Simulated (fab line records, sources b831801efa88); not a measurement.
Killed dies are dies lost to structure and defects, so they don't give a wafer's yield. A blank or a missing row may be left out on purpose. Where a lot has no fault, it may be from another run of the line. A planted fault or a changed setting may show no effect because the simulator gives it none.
Matching of chambers ; flow gf180mcu ; GF_PASSIVATION_ETCH_11 on rie_diel-02 has 4 sister chambers
The step etches the open film in CF4/O2, stops on TiN, target depth 2040 nm, time 453.3 s. 18 wafers are shown with their chamber, then 9 later ones without.

WAFERS WITH THEIR CHAMBER
wafer;chamber;oes_product_au (a.u.);throttle_valve_pct (%)
L075.2;1;0.989;5.967
L075.3;0;0.997;5.965
L075.5;2;0.988;5.961
L077.4;2;0.994;5.976
L077.5;1;0.993;5.974
L077.6;0;0.993;5.988
L079.4;1;0.989;5.992
L079.5;1;0.987;5.963
L079.6;3;0.990;5.966
L081.1;1;0.993;5.966
L081.3;3;0.984;5.984
L081.5;2;0.981;5.965
L082.3;2;0.989;5.974
L082.5;2;0.984;5.971
L082.6;1;0.992;5.980
L090.1;0;0.990;5.977
L090.4;3;0.987;5.960
L090.5;3;0.981;5.976

SIGNATURES (means of the wafers above)
reading;chamber 0;chamber 1;chamber 2;chamber 3;scatter within a chamber
oes_product_au;0.99333;0.99050;0.98720;0.98550;0.00378
throttle_valve_pct;5.97667;5.97367;5.96940;5.97150;0.00984
Rule: a wafer lies at a distance from a chamber equal to the root of the sum of squares, over the readings, of (its reading less the chamber's mean, divided by the reading's scatter). If the next closest chamber is less than 2 further off than the closest, the wafer can't be placed; otherwise it belongs to the closest. The scatter is the square root of a quotient: the sum, over the shown wafers, of each reading's squared deviation from its chamber's mean, divided by wafers minus chambers.

WAFERS WITH NO CHAMBER GIVEN
wafer;oes_product_au (a.u.);throttle_valve_pct (%)
L092.3;0.985;5.973
L092.4;0.987;5.970
L092.6;0.987;5.962
L094.1;0.991;5.976
L094.4;0.990;5.971
L094.5;0.994;5.954
L095.2;0.981;5.961
L095.4;0.990;5.969
L095.5;0.992;5.968

WHICH CHAMBER EACH ONE RAN IN
wafer;from the rows above;in truth
L092.3;can't be placed: 3 or 2 or 1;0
L092.4;can't be placed: 2 or 3 or 1 or 0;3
L092.6;can't be placed: 2 or 3 or 1 or 0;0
L094.1;can't be placed: 1 or 0 or 2 or 3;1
L094.4;can't be placed: 1 or 2 or 0 or 3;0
L094.5;can't be placed: 1 or 0 or 2 or 3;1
L095.2;can't be placed: 3 or 2 or 1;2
L095.4;can't be placed: 1 or 2 or 0 or 3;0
L095.5;can't be placed: 1 or 0 or 2 or 3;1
Placed correctly: 0 of 9. Can't be placed from these rows: 9 (the true chamber is among the candidates in 8). 0 placed wrongly.
